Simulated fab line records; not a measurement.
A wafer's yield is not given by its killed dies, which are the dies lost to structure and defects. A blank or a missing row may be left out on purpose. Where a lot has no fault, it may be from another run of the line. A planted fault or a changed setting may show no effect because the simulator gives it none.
What tool caused it? :: flow sky130 :: 24 lots with 72 wafers sampled at 6 steps, on a route of 708 steps

== WHAT THE GAUGES SHOWED, per wafer ==
SKY_VIA2_CD_MEAS_12: target cd 200 nm. Usual: cd_nm 200.6 nm, standard deviation 1.5.
lot: L074
measured: day 36 14:34
on: cd_sem-01
cd_nm (nm): 200.6 201.0 202.0
flag: 

lot: L075
measured: day 37 02:27
on: cd_sem-01
cd_nm (nm): 201.2 200.0 200.9
flag: 

lot: L076
measured: day 37 10:58
on: cd_sem-01
cd_nm (nm): 198.9 199.5 199.6
flag: 

lot: L077
measured: day 37 18:48
on: cd_sem-01
cd_nm (nm): 197.6 198.8 199.8
flag: 

lot: L078
measured: day 37 22:58
on: cd_sem-02
cd_nm (nm): 203.0 203.4 203.6
flag: 

lot: L079
measured: day 38 12:38
on: cd_sem-01
cd_nm (nm): 202.2 201.8 203.1
flag: 

lot: L080
measured: day 38 15:07
on: cd_sem-01
cd_nm (nm): 200.8 202.6 202.2
flag: 

lot: L081
measured: day 38 17:58
on: cd_sem-01
cd_nm (nm): 202.0 200.9 200.0
flag: 

lot: L082
measured: day 39 01:13
on: cd_sem-02
cd_nm (nm): 200.3 200.5 199.2
flag: 

lot: L083
measured: day 39 11:40
on: cd_sem-01
cd_nm (nm): 201.2 201.4 202.2
flag: 

lot: L084
measured: day 39 13:06
on: cd_sem-02
cd_nm (nm): 201.6 201.1 201.7
flag: 

lot: L085
measured: day 39 22:08
on: cd_sem-02
cd_nm (nm): 202.1 201.7 201.2
flag: 

lot: L087
measured: day 40 11:09
on: cd_sem-02
cd_nm (nm): 198.7 199.8 199.2
flag: 

lot: L086
measured: day 40 13:13
on: cd_sem-02
cd_nm (nm): 198.9 198.9 198.6
flag: 

lot: L088
measured: day 40 13:56
on: cd_sem-02
cd_nm (nm): 199.9 203.7 203.0
flag: 

lot: L089
measured: day 41 04:43
on: cd_sem-02
cd_nm (nm): 201.5 201.9 202.9
flag: 

lot: L090
measured: day 41 11:08
on: cd_sem-02
cd_nm (nm): 199.2 197.5 198.6
flag: 

lot: L091
measured: day 41 14:13
on: cd_sem-02
cd_nm (nm): 200.2 200.1 199.1
flag: 

lot: L092
measured: day 41 19:04
on: cd_sem-01
cd_nm (nm): 199.9 200.9 200.7
flag: 

lot: L093
measured: day 42 08:26
on: cd_sem-02
cd_nm (nm): 200.8 198.8 199.4
flag: 

lot: L094
measured: day 42 11:43
on: cd_sem-01
cd_nm (nm): 201.0 200.6 203.5
flag: 

lot: L095
measured: day 42 14:37
on: cd_sem-01
cd_nm (nm): 200.4 199.1 201.0
flag: 

lot: L096
measured: day 42 22:34
on: cd_sem-02
cd_nm (nm): 197.6 199.9 197.9
flag: 

lot: L097
measured: day 43 07:14
on: cd_sem-01
cd_nm (nm): 199.8 199.7 199.7
flag: 

SKY_CAPM_RS_MEAS_03: the measuring method here is four-point-probe. Usual: CAPM_TIN_RS typically reads 6.87 ohm/sq, with standard deviation 0.068.
lot: L074
measured: day 36 16:38
on: film_metro-02
CAPM_TIN_RS (ohm/sq): 6.89 6.88 6.83
flag: 

lot: L075
measured: day 37 04:40
on: film_metro-03
CAPM_TIN_RS (ohm/sq): 6.99 6.91 6.86
flag: 

lot: L076
measured: day 37 12:52
on: film_metro-02
CAPM_TIN_RS (ohm/sq): 6.96 6.86 6.87
flag: 

lot: L077
measured: day 37 20:42
on: film_metro-03
CAPM_TIN_RS (ohm/sq): 6.83 6.86 6.91
flag: 

lot: L078
measured: day 38 00:53
on: film_metro-02
CAPM_TIN_RS (ohm/sq): 6.84 6.84 6.91
flag: 

lot: L079
measured: day 38 14:31
on: film_metro-02
CAPM_TIN_RS (ohm/sq): 6.96 6.84 6.91
flag: 

lot: L080
measured: day 38 16:59
on: film_metro-01
CAPM_TIN_RS (ohm/sq): 6.87 6.90 6.93
flag: 

lot: L081
measured: day 38 19:54
on: film_metro-02
CAPM_TIN_RS (ohm/sq): 6.96 6.93 6.94
flag: 

lot: L082
measured: day 39 03:05
on: film_metro-01
CAPM_TIN_RS (ohm/sq): 6.86 6.82 6.86
flag: 

lot: L083
measured: day 39 13:34
on: film_metro-02
CAPM_TIN_RS (ohm/sq): 6.82 6.87 6.77
flag: 

lot: L084
measured: day 39 14:59
on: film_metro-03
CAPM_TIN_RS (ohm/sq): 6.92 6.89 6.93
flag: 

lot: L085
measured: day 40 00:01
on: film_metro-03
CAPM_TIN_RS (ohm/sq): 6.82 6.81 6.93
flag: 

lot: L087
measured: day 40 13:02
on: film_metro-02
CAPM_TIN_RS (ohm/sq): 6.95 6.90 6.91
flag: 

lot: L086
measured: day 40 15:07
on: film_metro-01
CAPM_TIN_RS (ohm/sq): 6.89 6.90 6.87
flag: 

lot: L088
measured: day 40 15:50
on: film_metro-01
CAPM_TIN_RS (ohm/sq): 6.84 6.86 6.79
flag: 

lot: L089
measured: day 41 06:36
on: film_metro-03
CAPM_TIN_RS (ohm/sq): 6.87 6.91 6.95
flag: 

lot: L090
measured: day 41 13:03
on: film_metro-01
CAPM_TIN_RS (ohm/sq): 6.94 6.88 6.90
flag: 

lot: L091
measured: day 41 16:48
on: film_metro-01
CAPM_TIN_RS (ohm/sq): 6.86 6.94 6.86
flag: 

lot: L092
measured: day 41 20:57
on: film_metro-03
CAPM_TIN_RS (ohm/sq): 6.99 6.89 6.90
flag: 

lot: L093
measured: day 42 10:19
on: film_metro-01
CAPM_TIN_RS (ohm/sq): 6.82 6.83 6.74
flag: 

lot: L094
measured: day 42 13:38
on: film_metro-02
CAPM_TIN_RS (ohm/sq): 6.71 6.75 6.68
flag: 

lot: L095
measured: day 42 16:30
on: film_metro-02
CAPM_TIN_RS (ohm/sq): 6.80 6.81 6.79
flag: 

lot: L096
measured: day 43 00:26
on: film_metro-02
CAPM_TIN_RS (ohm/sq): 6.87 6.86 6.82
flag: 

lot: L097
measured: day 43 09:06
on: film_metro-02
CAPM_TIN_RS (ohm/sq): 6.87 6.87 7.02
flag: 

SKY_CAPM_OVL_MEAS_12. Usual: CAPM_OVL typically reads -1.0 nm, with standard deviation 1.6.
lot: L074
measured: day 37 18:01
on: overlay-02
CAPM_OVL (nm): 0.5 0.2 0.7
flag: 

lot: L075
measured: day 38 06:12
on: overlay-01
CAPM_OVL (nm): -1.3 0.1 -1.2
flag: 

lot: L076
measured: day 38 13:34
on: overlay-02
CAPM_OVL (nm): -2.6 -1.7 -3.7
flag: 

lot: L077
measured: day 38 21:58
on: overlay-01
CAPM_OVL (nm): -1.4 0.1 -0.1
flag: 

lot: L078
measured: day 39 02:10
on: overlay-01
CAPM_OVL (nm): 0.6 -1.6 1.4
flag: 

lot: L079
measured: day 39 15:19
on: overlay-02
CAPM_OVL (nm): 0.5 0.6 0.1
flag: 

lot: L080
measured: day 39 17:07
on: overlay-02
CAPM_OVL (nm): -1.4 -1.2 -0.5
flag: 

lot: L081
measured: day 39 19:58
on: overlay-02
CAPM_OVL (nm): 0.0 -1.0 0.0
flag: 

lot: L082
measured: day 40 03:39
on: overlay-01
CAPM_OVL (nm): -3.2 -2.9 -2.5
flag: 

lot: L083
measured: day 40 13:52
on: overlay-01
CAPM_OVL (nm): 1.0 -1.1 -1.5
flag: 

lot: L084
measured: day 40 15:10
on: overlay-01
CAPM_OVL (nm): -2.8 -2.1 -1.6
flag: 

lot: L085
measured: day 41 00:04
on: overlay-02
CAPM_OVL (nm): 1.3 0.0 3.0
flag: 

lot: L087
measured: day 41 13:55
on: overlay-01
CAPM_OVL (nm): 1.0 1.0 0.7
flag: 

lot: L086
measured: day 41 15:43
on: overlay-02
CAPM_OVL (nm): -3.3 -4.4 -3.0
flag: 

lot: L088
measured: day 41 15:52
on: overlay-01
CAPM_OVL (nm): -1.2 0.3 0.7
flag: 

lot: L089
measured: day 42 06:13
on: overlay-01
CAPM_OVL (nm): -2.9 -2.8 -2.2
flag: 

lot: L090
measured: day 42 12:22
on: overlay-01
CAPM_OVL (nm): -0.6 -2.1 -1.2
flag: 

lot: L091
measured: day 42 16:43
on: overlay-01
CAPM_OVL (nm): -4.4 -4.1 -3.2
flag: 

lot: L092
measured: day 42 19:49
on: overlay-01
CAPM_OVL (nm): -3.4 -1.5 -3.0
flag: 

lot: L093
measured: day 43 09:28
on: overlay-01
CAPM_OVL (nm): 0.3 -0.3 0.1
flag: 

lot: L094
measured: day 43 12:58
on: overlay-02
CAPM_OVL (nm): -2.3 -1.2 -2.5
flag: 

lot: L095
measured: day 43 15:38
on: overlay-01
CAPM_OVL (nm): 1.1 0.7 1.5
flag: 

lot: L096
measured: day 43 22:49
on: overlay-02
CAPM_OVL (nm): -0.4 0.2 -1.1
flag: 

lot: L097
measured: day 44 07:28
on: overlay-02
CAPM_OVL (nm): -3.0 -1.1 -0.9
flag: 

== WHAT TOOL EACH LOT RAN ON (gives the tool, then ch and the chambers of the sampled wafers, and finally the start) ==
lot: L074
SKY_VIA2_STRIP_16: plasma_asher-03 ch 0,1, day 36 14:50
SKY_VIA2_CMP_24: cmp-01 ch 2,3, day 36 16:00
SKY_METAL3_SPUTTER_04: pvd_sputter-03, day 36 16:24

lot: L075
SKY_VIA2_STRIP_16: plasma_asher-04 ch 0,1, day 37 02:43
SKY_VIA2_CMP_24: cmp-02 ch 1,3, day 37 04:01
SKY_METAL3_SPUTTER_04: pvd_sputter-03, day 37 04:26

lot: L076
SKY_VIA2_STRIP_16: plasma_asher-03 ch 0,1, day 37 11:14
SKY_VIA2_CMP_24: cmp-02 ch 1,2,3, day 37 12:13
SKY_METAL3_SPUTTER_04: pvd_sputter-03, day 37 12:38

lot: L077
SKY_VIA2_STRIP_16: plasma_asher-01 ch 0,1, day 37 19:02
SKY_VIA2_CMP_24: cmp-01 ch 2,3, day 37 20:02
SKY_METAL3_SPUTTER_04: pvd_sputter-03, day 37 20:24

lot: L078
SKY_VIA2_STRIP_16: plasma_asher-01 ch 0,1, day 37 23:14
SKY_VIA2_CMP_24: cmp-01 ch 1,3, day 38 00:16
SKY_METAL3_SPUTTER_04: pvd_sputter-01, day 38 00:38

lot: L079
SKY_VIA2_STRIP_16: plasma_asher-03 ch 0,1, day 38 12:54
SKY_VIA2_CMP_24: cmp-02 ch 0,2,3, day 38 13:56
SKY_METAL3_SPUTTER_04: pvd_sputter-03, day 38 14:17

lot: L080
SKY_VIA2_STRIP_16: plasma_asher-03 ch 0,1, day 38 15:23
SKY_VIA2_CMP_24: cmp-02 ch 1,2, day 38 16:20
SKY_METAL3_SPUTTER_04: pvd_sputter-03, day 38 16:45

lot: L081
SKY_VIA2_STRIP_16: plasma_asher-04 ch 0,1, day 38 18:13
SKY_VIA2_CMP_24: cmp-01 ch 1,3, day 38 19:16
SKY_METAL3_SPUTTER_04: pvd_sputter-04, day 38 19:37

lot: L082
SKY_VIA2_STRIP_16: plasma_asher-03 ch 0,1, day 39 01:29
SKY_VIA2_CMP_24: cmp-01 ch 0,2,3, day 39 02:29
SKY_METAL3_SPUTTER_04: pvd_sputter-03, day 39 02:51

lot: L083
SKY_VIA2_STRIP_16: plasma_asher-03 ch 0,1, day 39 11:55
SKY_VIA2_CMP_24: cmp-02 ch 0,1,2, day 39 12:53
SKY_METAL3_SPUTTER_04: pvd_sputter-01, day 39 13:17

lot: L084
SKY_VIA2_STRIP_16: plasma_asher-04 ch 0,1, day 39 13:22
SKY_VIA2_CMP_24: cmp-02 ch 0,1, day 39 14:20
SKY_METAL3_SPUTTER_04: pvd_sputter-04, day 39 14:44

lot: L085
SKY_VIA2_STRIP_16: plasma_asher-03 ch 0,1, day 39 22:24
SKY_VIA2_CMP_24: cmp-01 ch 0,2,3, day 39 23:22
SKY_METAL3_SPUTTER_04: pvd_sputter-03, day 39 23:46

lot: L087
SKY_VIA2_STRIP_16: plasma_asher-03 ch 0,1, day 40 11:25
SKY_VIA2_CMP_24: cmp-02 ch 0,1,3, day 40 12:23
SKY_METAL3_SPUTTER_04: pvd_sputter-04, day 40 12:47

lot: L086
SKY_VIA2_STRIP_16: plasma_asher-01 ch 0,1, day 40 13:28
SKY_VIA2_CMP_24: cmp-01 ch 0,1,2, day 40 14:28
SKY_METAL3_SPUTTER_04: pvd_sputter-01, day 40 14:52

lot: L088
SKY_VIA2_STRIP_16: plasma_asher-03 ch 0,1, day 40 14:10
SKY_VIA2_CMP_24: cmp-02 ch 0,3, day 40 15:10
SKY_METAL3_SPUTTER_04: pvd_sputter-03, day 40 15:32

lot: L089
SKY_VIA2_STRIP_16: plasma_asher-01 ch 0,1, day 41 04:59
SKY_VIA2_CMP_24: cmp-01 ch 1,2,3, day 41 06:00
SKY_METAL3_SPUTTER_04: pvd_sputter-04, day 41 06:22

lot: L090
SKY_VIA2_STRIP_16: plasma_asher-03 ch 0,1, day 41 11:24
SKY_VIA2_CMP_24: cmp-01 ch 0,1,3, day 41 12:27
SKY_METAL3_SPUTTER_04: pvd_sputter-03, day 41 12:49

lot: L091
SKY_VIA2_STRIP_16: plasma_asher-04 ch 0,1, day 41 14:27
SKY_VIA2_CMP_24: cmp-01 ch 2,3, day 41 16:08
SKY_METAL3_SPUTTER_04: pvd_sputter-04, day 41 16:32

lot: L092
SKY_VIA2_STRIP_16: plasma_asher-01 ch 0,1, day 41 19:18
SKY_VIA2_CMP_24: cmp-02 ch 0,2,3, day 41 20:16
SKY_METAL3_SPUTTER_04: pvd_sputter-01, day 41 20:41

lot: L093
SKY_VIA2_STRIP_16: plasma_asher-03 ch 0,1, day 42 08:42
SKY_VIA2_CMP_24: cmp-01 ch 2,3, day 42 09:38
SKY_METAL3_SPUTTER_04: pvd_sputter-04, day 42 10:02

lot: L094
SKY_VIA2_STRIP_16: plasma_asher-03 ch 0,1, day 42 11:59
SKY_VIA2_CMP_24: cmp-01 ch 0,1,2, day 42 13:02
SKY_METAL3_SPUTTER_04: pvd_sputter-04, day 42 13:23

lot: L095
SKY_VIA2_STRIP_16: plasma_asher-01 ch 0,1, day 42 14:52
SKY_VIA2_CMP_24: cmp-01 ch 0,2, day 42 15:53
SKY_METAL3_SPUTTER_04: pvd_sputter-03, day 42 16:14

lot: L096
SKY_VIA2_STRIP_16: plasma_asher-04 ch 0,1, day 42 22:49
SKY_VIA2_CMP_24: cmp-02 ch 0,2, day 42 23:47
SKY_METAL3_SPUTTER_04: pvd_sputter-01, day 43 00:11

lot: L097
SKY_VIA2_STRIP_16: plasma_asher-04 ch 0,1, day 43 07:28
SKY_VIA2_CMP_24: cmp-02 ch 0,2,3, day 43 08:32
SKY_METAL3_SPUTTER_04: pvd_sputter-01, day 43 08:48
- SKY_VIA2_STRIP_16: strips in O2/N2.
- SKY_VIA2_CMP_24: polishes, stops on SiO2, t overpolish 20 s, target thk 0 nm.
- SKY_METAL3_SPUTTER_04: material TiN, target thk 70 nm, time 58.3 s.

== AS READ BY THE TOOLS THEMSELVES (means over the sampled wafers that have a number; for cases with no such wafer, the mark the record gives instead) ==
SKY_VIA2_STRIP_16. Usual: drypump_motor_current_A 6.2 A, standard deviation 0.38; oes_product_au 0.398 a.u., standard deviation 0.0046; strip_time_to_endpoint_s 4.05 s, standard deviation 0.035.
lot: L074
tool: plasma_asher-03
drypump_motor_current_A (A): 5.9
oes_product_au (a.u.): 0.398
strip_time_to_endpoint_s (s): 4.03
flag: 

lot: L075
tool: plasma_asher-04
drypump_motor_current_A (A): 6.0
oes_product_au (a.u.): 0.399
strip_time_to_endpoint_s (s): 4.01
flag: 

lot: L076
tool: plasma_asher-03
drypump_motor_current_A (A): 5.9
oes_product_au (a.u.): 0.401
strip_time_to_endpoint_s (s): 4.11
flag: 

lot: L077
tool: plasma_asher-01
drypump_motor_current_A (A): 6.6
oes_product_au (a.u.): 0.393
strip_time_to_endpoint_s (s): 4.03
flag: 

lot: L078
tool: plasma_asher-01
drypump_motor_current_A (A): 6.5
oes_product_au (a.u.): 0.402
strip_time_to_endpoint_s (s): 4.07
flag: 

lot: L079
tool: plasma_asher-03
drypump_motor_current_A (A): 6.2
oes_product_au (a.u.): 0.398
strip_time_to_endpoint_s (s): 4.01
flag: 

lot: L080
tool: plasma_asher-03
drypump_motor_current_A (A): 6.2
oes_product_au (a.u.): 0.399
strip_time_to_endpoint_s (s): 4.03
flag: 

lot: L081
tool: plasma_asher-04
drypump_motor_current_A (A): 6.2
oes_product_au (a.u.): 0.397
strip_time_to_endpoint_s (s): 4.03
flag: 

lot: L082
tool: plasma_asher-03
drypump_motor_current_A (A): 5.9
oes_product_au (a.u.): 0.396
strip_time_to_endpoint_s (s): 4.07
flag: 

lot: L083
tool: plasma_asher-03
drypump_motor_current_A (A): 6.2
oes_product_au (a.u.): 0.400
strip_time_to_endpoint_s (s): 4.08
flag: 

lot: L084
tool: plasma_asher-04
drypump_motor_current_A (A): 6.2
oes_product_au (a.u.): 0.405
strip_time_to_endpoint_s (s): 4.07
flag: 

lot: L085
tool: plasma_asher-03
drypump_motor_current_A (A): 6.2
oes_product_au (a.u.): 0.401
strip_time_to_endpoint_s (s): 4.05
flag: 

lot: L087
tool: plasma_asher-03
drypump_motor_current_A (A): 6.2
oes_product_au (a.u.): 0.402
strip_time_to_endpoint_s (s): 4.04
flag: 

lot: L086
tool: plasma_asher-01
drypump_motor_current_A (A): 6.5
oes_product_au (a.u.): 0.399
strip_time_to_endpoint_s (s): 4.08
flag: 

lot: L088
tool: plasma_asher-03
drypump_motor_current_A (A): 5.9
oes_product_au (a.u.): 0.398
strip_time_to_endpoint_s (s): 4.08
flag: 

lot: L089
tool: plasma_asher-01
drypump_motor_current_A (A): 6.5
oes_product_au (a.u.): 0.399
strip_time_to_endpoint_s (s): 4.03
flag: 

lot: L090
tool: plasma_asher-03
drypump_motor_current_A (A): 5.9
oes_product_au (a.u.): 0.401
strip_time_to_endpoint_s (s): 4.07
flag: 

lot: L091
tool: plasma_asher-04
drypump_motor_current_A (A): 6.0
oes_product_au (a.u.): 0.396
strip_time_to_endpoint_s (s): 4.01
flag: 

lot: L092
tool: plasma_asher-01
drypump_motor_current_A (A): 6.5
oes_product_au (a.u.): 0.404
strip_time_to_endpoint_s (s): 4.09
flag: 

lot: L093
tool: plasma_asher-03
drypump_motor_current_A (A): 6.2
oes_product_au (a.u.): 0.399
strip_time_to_endpoint_s (s): 4.05
flag: 

lot: L094
tool: plasma_asher-03
drypump_motor_current_A (A): 5.9
oes_product_au (a.u.): 0.401
strip_time_to_endpoint_s (s): 4.05
flag: 

lot: L095
tool: plasma_asher-01
drypump_motor_current_A (A): 6.6
oes_product_au (a.u.): 0.402
strip_time_to_endpoint_s (s): 4.04
flag: 

lot: L096
tool: plasma_asher-04
drypump_motor_current_A (A): 6.2
oes_product_au (a.u.): 0.389
strip_time_to_endpoint_s (s): 3.98
flag: 

lot: L097
tool: plasma_asher-04
drypump_motor_current_A (A): 6.2
oes_product_au (a.u.): 0.397
strip_time_to_endpoint_s (s): 4.08
flag: 

SKY_VIA2_CMP_24. Usual: motor_current_A 10.9 A, standard deviation 1.1; overpolish_run_s 20.000 s, standard deviation 0.0076; time_to_endpoint_s 103 s, standard deviation 3.8.
lot: L074
tool: cmp-01
motor_current_A (A): 11.0
overpolish_run_s (s): 20.007
time_to_endpoint_s (s): 102
flag: 

lot: L075
tool: cmp-02
motor_current_A (A): 11.3
overpolish_run_s (s): 20.005
time_to_endpoint_s (s): 102
flag: 

lot: L076
tool: cmp-02
motor_current_A (A): 11.7
overpolish_run_s (s): 19.999
time_to_endpoint_s (s): 103
flag: 

lot: L077
tool: cmp-01
motor_current_A (A): 10.5
overpolish_run_s (s): 19.999
time_to_endpoint_s (s): 101
flag: 

lot: L078
tool: cmp-01
motor_current_A (A): 10.8
overpolish_run_s (s): 20.003
time_to_endpoint_s (s): 105
flag: 

lot: L079
tool: cmp-02
motor_current_A (A): 11.6
overpolish_run_s (s): 20.006
time_to_endpoint_s (s): 105
flag: 

lot: L080
tool: cmp-02
motor_current_A (A): 11.0
overpolish_run_s (s): 20.005
time_to_endpoint_s (s): 100
flag: 

lot: L081
tool: cmp-01
motor_current_A (A): 11.0
overpolish_run_s (s): 19.998
time_to_endpoint_s (s): 106
flag: 

lot: L082
tool: cmp-01
motor_current_A (A): 10.6
overpolish_run_s (s): 20.000
time_to_endpoint_s (s): 101
flag: 

lot: L083
tool: cmp-02
motor_current_A (A): 11.5
overpolish_run_s (s): 20.007
time_to_endpoint_s (s): 104
flag: 

lot: L084
tool: cmp-02
motor_current_A (A): 11.5
overpolish_run_s (s): 20.000
time_to_endpoint_s (s): 102
flag: 

lot: L085
tool: cmp-01
motor_current_A (A): 9.9
overpolish_run_s (s): 19.990
time_to_endpoint_s (s): 99
flag: 

lot: L087
tool: cmp-02
motor_current_A (A): 11.5
overpolish_run_s (s): 19.994
time_to_endpoint_s (s): 103
flag: 

lot: L086
tool: cmp-01
motor_current_A (A): 9.8
overpolish_run_s (s): 20.001
time_to_endpoint_s (s): 103
flag: 

lot: L088
tool: cmp-02
motor_current_A (A): 11.6
overpolish_run_s (s): 19.993
time_to_endpoint_s (s): 102
flag: 

lot: L089
tool: cmp-01
motor_current_A (A): 10.1
overpolish_run_s (s): 20.000
time_to_endpoint_s (s): 99
flag: 

lot: L090
tool: cmp-01
motor_current_A (A): 11.1
overpolish_run_s (s): 20.000
time_to_endpoint_s (s): 104
flag: 

lot: L091
tool: cmp-01
motor_current_A (A): 9.4
overpolish_run_s (s): 19.994
time_to_endpoint_s (s): 99
flag: 

lot: L092
tool: cmp-02
motor_current_A (A): 11.3
overpolish_run_s (s): 19.998
time_to_endpoint_s (s): 104
flag: 

lot: L093
tool: cmp-01
motor_current_A (A): 10.4
overpolish_run_s (s): 20.008
time_to_endpoint_s (s): 102
flag: 

lot: L094
tool: cmp-01
motor_current_A (A): 9.9
overpolish_run_s (s): 19.994
time_to_endpoint_s (s): 103
flag: 

lot: L095
tool: cmp-01
motor_current_A (A): 10.3
overpolish_run_s (s): 20.000
time_to_endpoint_s (s): 99
flag: 

lot: L096
tool: cmp-02
motor_current_A (A): 11.8
overpolish_run_s (s): 20.001
time_to_endpoint_s (s): 103
flag: 

lot: L097
tool: cmp-02
motor_current_A (A): 11.3
overpolish_run_s (s): 20.000
time_to_endpoint_s (s): 103
flag: 

SKY_METAL3_SPUTTER_04. Usual: throttle_valve_pct 30.2 %, standard deviation 0.89.
lot: L074
tool: pvd_sputter-03
throttle_valve_pct (%): 30.5
flag: 

lot: L075
tool: pvd_sputter-03
throttle_valve_pct (%): 29.2
flag: 

lot: L076
tool: pvd_sputter-03
throttle_valve_pct (%): 30.1
flag: 

lot: L077
tool: pvd_sputter-03
throttle_valve_pct (%): 29.4
flag: 

lot: L078
tool: pvd_sputter-01
throttle_valve_pct (%): 31.4
flag: 

lot: L079
tool: pvd_sputter-03
throttle_valve_pct (%): 30.4
flag: 

lot: L080
tool: pvd_sputter-03
throttle_valve_pct (%): 30.0
flag: 

lot: L081
tool: pvd_sputter-04
throttle_valve_pct (%): 29.5
flag: 

lot: L082
tool: pvd_sputter-03
throttle_valve_pct (%): 30.9
flag: 

lot: L083
tool: pvd_sputter-01
throttle_valve_pct (%): 30.7
flag: 

lot: L084
tool: pvd_sputter-04
throttle_valve_pct (%): 30.2
flag: 

lot: L085
tool: pvd_sputter-03
throttle_valve_pct (%): 30.1
flag: 

lot: L087
tool: pvd_sputter-04
throttle_valve_pct (%): 30.1
flag: 

lot: L086
tool: pvd_sputter-01
throttle_valve_pct (%): 31.0
flag: 

lot: L088
tool: pvd_sputter-03
throttle_valve_pct (%): 30.5
flag: 

lot: L089
tool: pvd_sputter-04
throttle_valve_pct (%): 30.0
flag: 

lot: L090
tool: pvd_sputter-03
throttle_valve_pct (%): 29.9
flag: 

lot: L091
tool: pvd_sputter-04
throttle_valve_pct (%): 29.9
flag: 

lot: L092
tool: pvd_sputter-01
throttle_valve_pct (%): 30.5
flag: 

lot: L093
tool: pvd_sputter-04
throttle_valve_pct (%): 29.7
flag: 

lot: L094
tool: pvd_sputter-04
throttle_valve_pct (%): 30.0
flag: 

lot: L095
tool: pvd_sputter-03
throttle_valve_pct (%): 29.9
flag: 

lot: L096
tool: pvd_sputter-01
throttle_valve_pct (%): 30.0
flag: 

lot: L097
tool: pvd_sputter-01
throttle_valve_pct (%): 31.1
flag: 

== THE ANSWER, worked out from the rows above alone ==
Rule: a lot counts as off when the mean over its wafers that have a number is more than 3 standard deviations away from the usual mean. A lot without any number at a reading at which 4 lots or more have one is off too. The other lots that the step has rows for count as sound. Order of review: gauges by route order, followed by the tools' own readings, for which a lot's mean as printed above is used. At the first step where some lot is off, the reading lying furthest off is the one used; lots without a number count as furthest.
Nothing can be told from this: no lot is off at any reading shown.

== WHAT HAD BEEN PUT IN BY THE SIMULATOR ==
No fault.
